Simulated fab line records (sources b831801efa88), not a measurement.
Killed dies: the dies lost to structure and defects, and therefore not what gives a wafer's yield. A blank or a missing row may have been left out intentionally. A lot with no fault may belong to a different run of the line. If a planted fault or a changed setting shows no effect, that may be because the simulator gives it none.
2 desks, one fault :: flow sky130 :: only its own numbers are on each desk; what lay behind them is given at the end

## AT THE METROLOGY DESK
Means of the sampled wafers that have a number, per lot and without regard to the tool the lot ran on: this is what the gauges read. A lot is out of limits, marked OUT, if its mean lies more than 4 standard deviations from the usual mean; the brackets give that distance.
Columns: A = POLY_GATE_CVD_00_THK at SKY_POLY_GATE_THK_MEAS_01, usual 179.1 nm; B = VIA1_OVL at SKY_VIA1_OVL_MEAS_13, usual 0 nm
lot: L815
first seen here: day 15 00:17
A: 176.3
B: 4

lot: L818
first seen here: day 16 02:24
A: 178.2
B: -10

lot: L819
first seen here: day 16 12:10
A: 160.1 (-11) OUT
B: -5

lot: L820
first seen here: day 17 00:02
A: 158.1 (-12) OUT
B: -2

lot: L829
first seen here: day 20 23:03
A: 179.8
B: -2

lot: L831
first seen here: day 21 05:13
A: 177.8
B: -5

lot: L832
first seen here: day 21 10:55
A: 176.1
B: 14

lot: L833
first seen here: day 22 03:52
A: 181.3
B: -13

lot: L834
first seen here: day 22 06:34
A: 178.4
B: -1

lot: L835
first seen here: day 22 11:46
A: 177.0
B: -2
This desk's finding: out of limits on L819, L820; first on L819, day 16 12:10 (POLY_GATE_CVD_00_THK at SKY_POLY_GATE_THK_MEAS_01). L815, L818, L829, L831, L832, L833, L834, L835 stayed within limits.

## TOOL OWNER'S DESK, lpcvd-01
The tool's own readings at SKY_POLY_GATE_CVD_00 (deposits poly-Si, target thk 180 nm, time 720 s): means of the sampled wafers that have a number, for each lot that ran on this tool. A lot is out of limits, marked OUT, if its mean lies more than 4 standard deviations from the usual mean; the brackets give that distance.
Columns: A = spike-tc-centre-C at SKY_POLY_GATE_CVD_00, usual 621.9 C; B = spike-tc-lower-C at SKY_POLY_GATE_CVD_00, usual 620.3 C; C = spike-tc-upper-C at SKY_POLY_GATE_CVD_00, usual 618.0 C; D = susceptor-temp-C at SKY_POLY_GATE_CVD_00, usual 620.0 C; E = zone-power-centre-pct at SKY_POLY_GATE_CVD_00, usual 10.4 %
lot: L815
first seen here: day 14 23:05
A: 621.4
B: 619.8
C: 615.7
D: 619.5
E: 10.7

lot: L818
first seen here: day 16 01:12
A: 621.9
B: 620.9
C: 620.7
D: 620.1
E: 9.8

lot: L819
first seen here: day 16 10:57
A: 616.8 (-5.1) OUT
B: 615.1 (-5.2) OUT
C: 614.7
D: 614.9 (-17) OUT
E: 9.5

lot: L820
first seen here: day 16 22:50
A: 616.8 (-5.1) OUT
B: 615.1 (-5.2) OUT
C: 612.3
D: 614.9 (-17) OUT
E: 10.6

lot: L829
first seen here: day 20 21:51
A: 623.1
B: 621.3
C: 618.2
D: 620.0
E: 10.6

lot: L831
first seen here: day 21 04:01
A: 621.5
B: 620.4
C: 617.6
D: 620.3
E: 10.6

lot: L832
first seen here: day 21 09:42
A: 621.9
B: 619.0
C: 620.1
D: 620.2
E: 9.7

lot: L833
first seen here: day 22 02:38
A: 622.4
B: 621.2
C: 616.8
D: 620.0
E: 10.7

lot: L834
first seen here: day 22 04:46
A: 622.2
B: 621.0
C: 617.9
D: 620.0
E: 10.6

lot: L835
first seen here: day 22 10:34
A: 621.0
B: 620.3
C: 617.1
D: 620.1
E: 10.6
Finding of this desk: L819, L820 out of limits; the first was L819 at day 16 10:57, on spike-tc-centre-C at SKY_POLY_GATE_CVD_00. L815, L818, L829, L831, L832, L833, L834, L835 stayed within limits.

## TAKEN TOGETHER
The tool owner's desk had the chance to raise an alarm at day 16 10:57 on L819, L820.
At day 16 12:10 the metrology desk could have sounded an alarm, on L819, L820.
On lpcvd-01, each named lot ran SKY_POLY_GATE_CVD_00.

## WHAT WAS PUT IN BY THE SIMULATOR
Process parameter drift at SKY_POLY_GATE_CVD_00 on lpcvd-01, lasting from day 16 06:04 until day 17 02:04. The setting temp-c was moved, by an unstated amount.
Struck lots among those shown: L819, L820.
Delay (hours) between the fault's onset and each desk's first out-of-limits reading: 5 at the tool owner's desk, 6 at the metrology desk.
